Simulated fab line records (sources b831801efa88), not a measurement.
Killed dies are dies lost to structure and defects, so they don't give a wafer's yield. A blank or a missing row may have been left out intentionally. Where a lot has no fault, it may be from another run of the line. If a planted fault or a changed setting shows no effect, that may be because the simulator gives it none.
Split-lot trial | flow sky130 | 5 lots, 23 wafers read, on a route of 708 steps

## SPLIT DETAILS
At SKY_METAL3_SPUTTER_01 (material TiN, target thk 20 nm, time 16.7 s), the setting powerW was moved away from the recipe's 6500 W on 9 of the 23 wafers read, by -11.5% to +10.3%. This setting was run at the recipe's value on the other wafers.

The split's own step is where the reading is taken.

## THE READING
TiN_of_METAL3_SPUTTER_01.thkNm (the simulator's own value, which no gauge read), in nm, at SKY_METAL3_SPUTTER_01 (material TiN, target thk 20 nm, time 16.7 s). There is no usual value for it anywhere in the file. Average 19.79 nm, standard deviation 0.16 nm, over the 14 wafers here run with the recipe.

wafer  | tool, chamber at the split | powerW as run, W | against the recipe | TiN_of_METAL3_SPUTTER_01.thkNm, nm | against lot-mates on the recipe
L076.2 | pvdSputter-03, -           | 6500             | recipe             | 19.48                              | -
L076.3 | pvdSputter-03, -           | 6500             | recipe             | 19.58                              | -
L076.4 | pvdSputter-03, -           | 6500             | recipe             | 19.68                              | -
L080.1 | pvdSputter-03, -           | 6500             | recipe             | 19.78                              | -
L080.2 | pvdSputter-03, -           | 6500             | recipe             | 20.02                              | -
L080.3 | pvdSputter-03, -           | 6838             | +5.2%              | 20.84                              | +0.95
L080.4 | pvdSputter-03, -           | 6500             | recipe             | 19.87                              | -
L080.6 | pvdSputter-03, -           | 6838             | +5.2%              | 20.7                               | +0.81
L081.1 | pvdSputter-01, -           | 6500             | recipe             | 19.77                              | -
L081.4 | pvdSputter-01, -           | 6500             | recipe             | 19.77                              | -
L081.2 | pvdSputter-01, -           | 5753             | -11.5%             | 17.51                              | -2.28
L081.3 | pvdSputter-01, -           | 6500             | recipe             | 19.82                              | -
L081.5 | pvdSputter-01, -           | 5753             | -11.5%             | 17.45                              | -2.34
L083.2 | pvdSputter-03, -           | 6500             | recipe             | 19.58                              | -
L083.3 | pvdSputter-03, -           | 6500             | recipe             | 19.71                              | -
L083.4 | pvdSputter-03, -           | 5815             | -10.5%             | 17.74                              | -2.01
L083.5 | pvdSputter-03, -           | 6500             | recipe             | 19.97                              | -
L083.6 | pvdSputter-03, -           | 5815             | -10.5%             | 17.71                              | -2.04
L082.1 | pvdSputter-01, -           | 7171             | +10.3%             | 22.27                              | +2.29
L082.2 | pvdSputter-01, -           | 6500             | recipe             | 20.03                              | -
L082.3 | pvdSputter-01, -           | 7171             | +10.3%             | 22.04                              | +2.06
L082.4 | pvdSputter-01, -           | 7171             | +10.3%             | 22.24                              | +2.26
L082.6 | pvdSputter-01, -           | 6500             | recipe             | 19.93                              | -

FIT RESULTS
A straight line over all 23 wafers: TiN_of_METAL3_SPUTTER_01.thkNm changes by +0.21 nm for each +1% of powerW; r = +0.99; the points scatter about the line by 0.17 nm.
The same after taking each lot's own level away (the mean of its wafers on the recipe; 23 wafers): +0.201 nm for each +1%; r = +1.00; scatter 0.12 nm.
The reading moves by 2.3 nm for the largest change in powerW, on that fit.
The lots' own levels span 19.580 to 19.980 nm, that is 2.5 times the standard deviation above.
Consequently the slope shifts little with the lot-to-lot level, the two slopes agreeing.
Check: with one of the wafers moved furthest among these (-11.5%) left out of the fit, the line predicts -2.31 nm for it against its lot-mates. It came out at -2.28 nm against them.

## THESE WAFERS: OTHER SPLITS
These wafers also went through other splits before the reading. Each is held against what the fit with the lots' levels taken away leaves over:
other split on the same wafers             | wafers away from the commonest value | r with TiN_of_METAL3_SPUTTER_01.thkNm (lot level and that fit taken away)
SKY_LOCAL_INTERCONNECT_ETCH_13 ionEnergyEv | 11                                   | -0.27
SKY_METAL1_METAL_ETCH_19 overEtchFrac      | 8                                    | -0.31
SKY_METAL2_SPUTTER_01 timeS                | 5                                    | +0.10
SKY_METAL2_SPUTTER_02 powerW               | 6                                    | -0.12
SKY_VIA2_HDPCVD_00 sih4FlowSccm            | 10                                   | -0.08
SKY_METAL3_SPUTTER_00 timeS                | 7                                    | +0.03

## THE FILE'S OWN FIT
TiN_of_METAL3_SPUTTER_01.thkNm changes by +0.2 nm for each +1% of powerW, r = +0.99.
